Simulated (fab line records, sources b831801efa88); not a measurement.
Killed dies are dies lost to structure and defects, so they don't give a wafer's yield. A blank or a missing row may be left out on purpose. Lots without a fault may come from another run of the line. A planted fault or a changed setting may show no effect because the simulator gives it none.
A struck lot beside a sound one | flow sky130 | 15 steps out of a route of 708
Sound: wafers L444.1, L444.2, L444.6. Struck: wafers L436.1, L436.4, L436.5. The cause comes at the end.
At each step with rows: each side's tool, then ch and its chambers, then its first start. Under that, the readings that differ: sound wafers | struck wafers | difference of the means | sigmas: that difference in standard deviations of wafers without a fault.
alike: readings whose means differ by less than 2 such deviations, and words and numbers that are the same on both sides. not compared: withheld readings, readings that some wafer has no value for, bounds like >300 that may hide the same value, and numbers for which the record gives no deviation and whose values overlap.
The two part at a step that has a row with sigmas, a row that says differs or no value, or rows on one side only. Numbers that don't overlap but have no deviation are shown without sigmas and don't part them. A reading that every wafer of one side lacks parts them only if that side has two wafers or more.

SKY_VIA3_CMP_02: polishes SiO2.
  sound on cmp-01 ch 0,1,3, day 44 16:19; struck on cmp-02 ch 1,2, day 42 10:40
  alike: head_pressure_psi, motor_current_A, platen_rpm
SKY_VIA3_BOW_MEAS_03:
  sound on film_metro-04, day 44 16:34; struck on film_metro-03, day 42 10:58
  alike: VIA3_BOW
then, 8 steps without rows for these wafers: SKY_VIA3_DEHYDRATE_04 (time 60 s); SKY_VIA3_HMDS_05 (prime time 60 s); SKY_VIA3_COAT_06 (resist thk 60 nm); SKY_VIA3_COAT_07 (resist thk 450 nm); SKY_VIA3_SOFTBAKE_08 (time 90 s); SKY_VIA3_EXPOSE_09 (exposes mask VIM3, target cd 200 nm); SKY_VIA3_PEB_10; SKY_VIA3_DEVELOP_11 (develop time 60 s).
SKY_VIA3_CD_MEAS_12: target cd 200 nm.
  sound on cd_sem-01, day 45 15:08; struck on cd_sem-01, day 43 10:33
  alike: cd_nm
SKY_VIA3_OVL_MEAS_13:
  sound on overlay-01, day 45 15:16; struck on overlay-02, day 43 10:40
  alike: VIA3_OVL
SKY_VIA3_ETCH_14: etches BARC in N2/H2, stops on SiO2, time 45.9 s, target depth 60 nm.
  sound on rie_diel-01 ch 0,1,3, day 45 15:18; struck on rie_diel-04 ch 0,1, day 43 10:43
  reading                                     | sound             | struck            | difference | sigmas
  oes_product_au (a.u.)                       | 0.860 0.844 0.861 | 0.931 0.934 0.920 | +0.073     | +15
  run_length_s (s)                            | 74.4 74.1 74.5    | 70.3 70.3 70.2    | -4.1       | -11
  model.KrF-thick_of_VIA3_COAT_07.thk_nm (nm) | 392.3 392.7 393   | 396 396.9 395.4   | +3         |
  alike: drypump_motor_current_A, throttle_valve_pct
  not compared: rf_hours_counter_h
SKY_VIA3_ETCH_15: etches SiO2 in C4F8/O2/Ar, stops on TiN, target depth 507 nm, time 78 s.
  sound on rie_diel-01 ch 0,1,3, day 45 15:20; struck on rie_diel-04 ch 0,1, day 43 10:45
  alike: oes_product_au, run_length_s
  not compared: rf_hours_counter_h
then, 1 step without rows for these wafers: SKY_PAD_OPEN_PROBE_99.

WHERE THEY PART
Only at SKY_VIA3_ETCH_14, within this record. Later steps at which nothing parts them and some readings are alike: SKY_VIA3_ETCH_15.

WHY: what the simulator had put in
Process parameter drift: rie_diel-04, from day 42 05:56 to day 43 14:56, at SKY_VIA3_ETCH_14. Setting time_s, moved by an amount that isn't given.
